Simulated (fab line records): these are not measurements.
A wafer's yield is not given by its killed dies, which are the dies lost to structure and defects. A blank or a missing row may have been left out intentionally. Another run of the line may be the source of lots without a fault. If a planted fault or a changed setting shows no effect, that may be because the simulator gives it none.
Split-lot trial    flow sky130    route with 708 steps; 5 lots, 23 wafers read

THE SPLIT ITSELF
At SKY_SD_N_IMPLANT_09, the setting energy-kev was moved away from the recipe's 50 on 6 of the 23 wafers read, by -3.5% to +3.4%. For the rest of the wafers, this setting stayed at what the recipe calls for.

FROM THE SPLIT TO THE READING: what the file shows between them, 4 steps
- SKY_SD_N_IMPLANT_10
- SKY_SD_N_STRIP_11: strips in O2/N2
- SKY_SD_N_CLEAN_13: cleans in SC1/SC2, time 150 s
- SKY_SD_N_RTA_14: time 2 s

THE READING
SD_N_RS, in ohm/sq, at SKY_SD_N_RS_MEAS_16 (measures by four-point-probe). Fault-free wafers of this fab line usually give 68.55 ohm/sq, standard deviation 0.11 ohm/sq.

wafer   tool, chamber at the split  energy-kev as run  against the recipe  SD_N_RS, ohm/sq  against lot-mates on the recipe
L078.2  implanter-03, 0             50                 recipe              68.66            -
L078.3  implanter-03, 0             50                 recipe              68.68            -
L078.6  implanter-03, 0             50                 recipe              68.75            -
L079.1  implanter-01, 0             50                 recipe              68.66            -
L079.2  implanter-01, 0             50                 recipe              68.52            -
L079.4  implanter-01, 0             50                 recipe              68.58            -
L079.5  implanter-01, 0             50                 recipe              68.45            -
L079.6  implanter-01, 0             50                 recipe              68.52            -
L080.1  implanter-03, 0             51.7               +3.4%               67.34            -1.22
L080.2  implanter-03, 0             51.7               +3.4%               67.31            -1.25
L080.4  implanter-03, 0             50                 recipe              68.48            -
L080.5  implanter-03, 0             50                 recipe              68.65            -
L080.6  implanter-03, 0             51.7               +3.4%               67.30            -1.27
L081.1  implanter-01, 0             50                 recipe              68.52            -
L081.2  implanter-01, 0             50                 recipe              68.48            -
L081.3  implanter-01, 0             50                 recipe              68.50            -
L081.4  implanter-01, 0             50                 recipe              68.46            -
L081.5  implanter-01, 0             50                 recipe              68.34            -
L085.1  implanter-03, 0             50                 recipe              68.49            -
L085.2  implanter-03, 0             48.24              -3.5%               69.74            +1.25
L085.3  implanter-03, 0             50                 recipe              68.49            -
L085.4  implanter-03, 0             48.24              -3.5%               69.62            +1.13
L085.5  implanter-03, 0             48.24              -3.5%               69.75            +1.26

FIT RESULTS
A straight line over all 23 wafers: SD_N_RS changes by -0.345 ohm/sq for each +1% of energy-kev; r = -0.99; the points scatter about the line by 0.098 ohm/sq.
The same after taking each lot's own level away (the mean of its wafers on the recipe; 23 wafers): -0.356 ohm/sq for each +1%; r = -1.00; scatter 0.062 ohm/sq.
According to that fit, moving energy-kev by its largest amount changes the reading by 1.3 ohm/sq.
The lots' own levels span 68.460 to 68.697 ohm/sq, that is 2.2 times the standard deviation above.
Consequently the slope shifts little with the lot-to-lot level, the two slopes agreeing.
Check: for one of the wafers moved furthest among these (-3.5%), held out of the fit, the line's prediction against its lot-mates is +1.24 ohm/sq. It came out at +1.25 ohm/sq against them.

THE OTHER SPLITS THESE WAFERS WENT THROUGH
Other splits were also applied to these wafers ahead of the reading. Each is held against what the fit with the lots' levels taken away leaves over:
other split on the same wafers      wafers away from the commonest value  r with SD_N_RS (lot level and that fit taken away)
SKY_LDD_P_EXPOSE_04 dose-mj         6                                     +0.26
SKY_LDD_P_IMPLANT_09 energy-kev     6                                     -0.07
SKY_LDD_HVN_SOFTBAKE_03 temp-c      12                                    +0.05
SKY_LDD_HVP_IMPLANT_08 energy-kev   6                                     -0.15
SKY_POLY_CUT_COAT_03 resist-thk-nm  5                                     -0.11
SKY_POLY_CUT_ETCH_10 ion-energy-ev  6                                     -0.21
SKY_SD_P_DEVELOP_06 dev-temp-c      11                                    +0.21

THE WHOLE CHAIN: every reading that the file lists as answering this split, in the file's order
step                 what it does                  reading                                                          change (the file's fit)                r (the file's)
SKY_SD_N_IMPLANT_09                                implant.rp-nm (the simulator's own value, which no gauge read)   +0.262 nm for each +1% of the setting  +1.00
SKY_SD_N_IMPLANT_09                                implant.drp-nm (the simulator's own value, which no gauge read)  +0.106 nm for each +1% of the setting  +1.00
SKY_SD_N_STRIP_11    strips in O2/N2               strip-time-to-endpoint-s                                         withheld for each +1% of the setting   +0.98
SKY_SD_N_RS_MEAS_16  measures by four-point-probe  SD_N_RS                                                          -0.356 for each +1% of the setting     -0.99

THE FILE'S OWN FIT
SD_N_RS changes by -0.356 ohm/sq for each +1% of energy-kev, r = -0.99.
